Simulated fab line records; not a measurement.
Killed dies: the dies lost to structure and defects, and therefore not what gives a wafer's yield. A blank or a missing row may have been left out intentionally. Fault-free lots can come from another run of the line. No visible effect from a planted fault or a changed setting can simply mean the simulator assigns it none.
Which tool did it?	flow gf180mcu	33 wafers from 11 lots sampled at 7 of the route's 602 steps

WHAT EACH GAUGE READ, for each wafer
GF_VT_IMPLANT_RS_MEAS_47: measurement is done with a four-point probe. Usual: NWELL_RS typically reads 487.5 ohm/sq, with standard deviation 1.1.
lot	measured	on	NWELL_RS (ohm/sq)	flag
L771	day 7 19:47	film-metro-02	489.6 489.2 488.6	
L772	day 8 01:31	film-metro-02	487.1 487.8 487.1	
L774	day 9 00:46	film-metro-01	487.8 487.7 488.6	
L775	day 9 03:33	film-metro-02	491.0 489.2 488.4	
L783	day 11 07:40	film-metro-01	487.0 485.6 486.1	
L785	day 11 20:27	film-metro-04	488.9 487.8 486.2	
L786	day 12 01:09	film-metro-02	488.4 488.2 487.8	
L788	day 12 13:06	film-metro-01	485.2 485.6 485.4	
L790	day 13 02:40	film-metro-01	488.1 488.2 487.4	
L791	day 13 09:15	film-metro-02	487.3 486.8 486.6	
L792	day 13 17:18	film-metro-02	489.5 489.9 488.7	

GF_HV_LDD_CD_MEAS_31: target cd 400 nm. Usual: 399.2 nm for cd-nm, sd 2.8.
lot	measured	on	cd-nm (nm)	flag
L771	day 11 19:58	cd-sem-02	393.6 395.2 396.9	
L772	day 12 02:44	cd-sem-02	397.5 399.7 399.0	
L774	day 13 03:35	cd-sem-01	394.1 395.8 395.3	
L775	day 13 09:46	cd-sem-02	- - -	OFF
L783	day 15 23:56	cd-sem-02	404.2 405.9 405.4	
L785	day 16 14:08	cd-sem-01	400.9 401.7 402.8	
L786	day 16 18:35	cd-sem-01	396.9 399.2 397.1	
L788	day 17 10:18	cd-sem-01	397.9 399.0 399.0	
L790	day 18 00:42	cd-sem-01	398.5 397.5 399.8	
L791	day 18 09:53	cd-sem-02	403.9 403.7 401.9	
L792	day 18 14:49	cd-sem-02	398.4 398.8 399.1	

GF_HV_LDD_TW_MEAS_38. Usual: HV_LDD_3_TW typically reads 1435, with standard deviation 12.
lot	measured	on	HV_LDD_3_TW	flag
L771	day 11 20:49	film-metro-01	1423 1430 1422	
L772	day 12 03:35	film-metro-02	1436 1444 1445	
L774	day 13 04:25	film-metro-01	1429 1433 1441	
L775	day 13 10:38	film-metro-01	30 30 30	OFF
L783	day 16 00:47	film-metro-01	1448 1441 1447	
L785	day 16 14:59	film-metro-04	1413 1420 1416	
L786	day 16 19:26	film-metro-04	1414 1424 1421	
L788	day 17 11:08	film-metro-02	1426 1421 1431	
L790	day 18 01:32	film-metro-01	1443 1446 1436	
L791	day 18 10:44	film-metro-04	1410 1409 1407	
L792	day 18 15:39	film-metro-01	1453 1445 1442	

GF_HV_LDD_TW_MEAS_50. Usual: HV_LDD_4_TW typically reads 567, with standard deviation 5.3.
lot	measured	on	HV_LDD_4_TW	flag
L771	day 12 16:14	film-metro-01	569 567 568	
L772	day 12 21:57	film-metro-04	563 561 563	
L774	day 14 00:40	film-metro-02	570 572 574	
L775	day 14 07:04	film-metro-04	1443 1445 1445	OFF
L783	day 16 23:29	film-metro-04	562 567 563	
L785	day 17 13:38	film-metro-01	577 573 575	
L786	day 17 18:50	film-metro-04	563 558 564	
L788	day 18 10:42	film-metro-04	561 556 561	
L790	day 19 01:35	film-metro-01	571 571 570	
L791	day 19 11:32	film-metro-04	558 561 558	
L792	day 19 16:45	film-metro-02	571 572 572	

EACH LOT AND THE TOOL THAT RAN IT (in order: tool; ch and the chambers of the sampled wafers; start)
lot	GF_STI_ETCH_13	GF_STI_ETCH_14	GF_HV_LDD_EXPOSE_28
L771	rie-diel-03 ch 2,3, day 2 06:52	rie-si-01 ch 1,2,3, day 2 06:57	iline-stepper-02 ch 0, day 11 10:26
L772	rie-diel-04 ch 0,1,3, day 2 10:54	rie-si-02 ch 0,1,3, day 2 10:59	iline-stepper-01 ch 0, day 11 17:22
L774	rie-diel-04 ch 1,2, day 2 23:37	rie-si-02 ch 0,1,2, day 2 23:42	iline-stepper-02 ch 0, day 12 18:33
L775	rie-diel-04 ch 0,3, day 3 03:09	rie-si-01 ch 0,1,2, day 3 03:14	iline-stepper-01 ch 0, day 12 23:48
L783	rie-diel-03 ch 0,1,3, day 4 19:30	rie-si-01 ch 0,1,2, day 4 19:35	iline-stepper-01 ch 0, day 15 12:40
L785	rie-diel-01 ch 0,1,2, day 5 06:57	rie-si-01 ch 0,1,3, day 5 07:02	iline-stepper-02 ch 0, day 16 03:20
L786	rie-diel-01 ch 0,1,2, day 5 11:48	rie-si-02 ch 1,2,3, day 5 11:53	iline-stepper-02 ch 0, day 16 08:23
L788	rie-diel-03 ch 0,3, day 5 22:12	rie-si-02 ch 0,2,3, day 5 22:17	iline-stepper-02 ch 0, day 16 22:49
L790	rie-diel-04 ch 1,2,3, day 6 08:39	rie-si-02 ch 0,1, day 6 08:44	iline-stepper-02 ch 0, day 17 12:30
L791	rie-diel-04 ch 1,2,3, day 6 13:49	rie-si-01 ch 1,2,3, day 6 13:53	iline-stepper-01 ch 0, day 17 22:11
L792	rie-diel-04 ch 1,3, day 6 18:12	rie-si-02 ch 0,1,2, day 6 18:17	iline-stepper-01 ch 0, day 18 03:21
- GF_STI_ETCH_13: etches the open film in CHF3/O2, stops on Si, target depth 282.31 nm, time 112.9 s.
- GF_STI_ETCH_14: etches Si in HBr/Cl2/O2, target depth 360 nm, time 102.9 s.
- GF_HV_LDD_EXPOSE_28: exposes mask Nplus HV AREA, target cd 400 nm.

AS READ BY THE TOOLS THEMSELVES (means over the sampled wafers that have a number; for cases with no such wafer, the mark the record gives instead)
GF_STI_ETCH_13. Usual: drypump-motor-current-A 5.8 A, standard deviation 0.53; oes-product-au 0.831 a.u., standard deviation 0.0066; rf-fwd-power-W 596.9 W, standard deviation 2.1; throttle-valve-pct 8.810 %, standard deviation 0.0092.
lot	tool	drypump-motor-current-A (A)	oes-product-au (a.u.)	rf-fwd-power-W (W)	throttle-valve-pct (%)	flag
L771	rie-diel-03	5.8	0.824	598.6	8.808	
L772	rie-diel-04	5.9	0.830	596.4	8.804	
L774	rie-diel-04	5.7	0.815	598.7	8.808	
L775	rie-diel-04	5.7	0.833	595.5	8.811	
L783	rie-diel-03	5.8	0.830	596.2	8.811	
L785	rie-diel-01	5.8	0.825	598.3	8.805	
L786	rie-diel-01	5.8	0.835	596.0	8.809	
L788	rie-diel-03	5.7	0.835	595.6	8.817	
L790	rie-diel-04	5.6	0.835	598.7	8.806	
L791	rie-diel-04	5.6	0.832	597.6	8.810	
L792	rie-diel-04	5.4	0.827	598.1	8.815	

GF_STI_ETCH_14. Usual: drypump-motor-current-A 5.7 A, standard deviation 0.46; oes-product-au 0.996 a.u., standard deviation 0.011; rf-fwd-power-W 595.6 W, standard deviation 1.9; throttle-valve-pct 25.659 %, standard deviation 0.012.
lot	tool	drypump-motor-current-A (A)	oes-product-au (a.u.)	rf-fwd-power-W (W)	throttle-valve-pct (%)	flag
L771	rie-si-01	6.0	0.992	596.1	25.661	
L772	rie-si-02	5.3	0.997	595.7	25.665	
L774	rie-si-02	5.5	0.988	596.2	25.666	
L775	rie-si-01	5.7	1.003	595.0	25.653	
L783	rie-si-01	5.7	1.004	595.1	25.658	
L785	rie-si-01	6.0	1.003	594.2	25.652	
L786	rie-si-02	5.6	0.999	595.9	25.663	
L788	rie-si-02	5.4	0.980	595.8	25.676	
L790	rie-si-02	5.2	0.986	596.9	25.670	
L791	rie-si-01	6.0	0.996	594.9	25.669	
L792	rie-si-02	5.4	0.992	596.1	25.669	

GF_HV_LDD_EXPOSE_28. Usual: reticle-temp-C 22.99 C, standard deviation 0.12; stage-vel-mm-s 500.07 mm/s, standard deviation 0.22.
lot	tool	reticle-temp-C (C)	stage-vel-mm-s (mm/s)	flag
L771	iline-stepper-02	22.95	499.85	
L772	iline-stepper-01	22.95	499.98	
L774	iline-stepper-02	22.96	500.11	
L775	iline-stepper-01	22.99	500.31	
L783	iline-stepper-01	23.16	500.05	
L785	iline-stepper-02	23.01	500.00	
L786	iline-stepper-02	23.02	500.15	
L788	iline-stepper-02	22.97	500.13	
L790	iline-stepper-02	23.04	499.92	
L791	iline-stepper-01	22.94	499.91	
L792	iline-stepper-01	22.98	500.04	

THE ANSWER, worked out from the rows above alone
Rule: a lot counts as off when the mean over its wafers that have a number is more than 3 standard deviations away from the usual mean. Also off: a lot with no number at a reading for which 4 or more lots have one. Any other lot the step has rows for is counted as sound. The gauges are gone through in route order, then the tools' own readings, and for those a lot's mean is taken as printed above. The first step at which some lot is off is used, and at that step the reading that is off furthest; a lot without a number counts as furthest.
Off: L775 (GF_HV_LDD_CD_MEAS_31, cd-nm). Without a number there: L775.
A tool fits if, at a process step before that reading, it ran every lot that is off, and no sound lot after the first of them. The gauges at GF_HV_LDD_CD_MEAS_31 aren't tried: what is off there is off at GF_HV_LDD_TW_MEAS_38 too, on other tools, and a gauge's error can't cause that. No candidate that was tried fits.

WHAT THE SIMULATOR HAD INSERTED
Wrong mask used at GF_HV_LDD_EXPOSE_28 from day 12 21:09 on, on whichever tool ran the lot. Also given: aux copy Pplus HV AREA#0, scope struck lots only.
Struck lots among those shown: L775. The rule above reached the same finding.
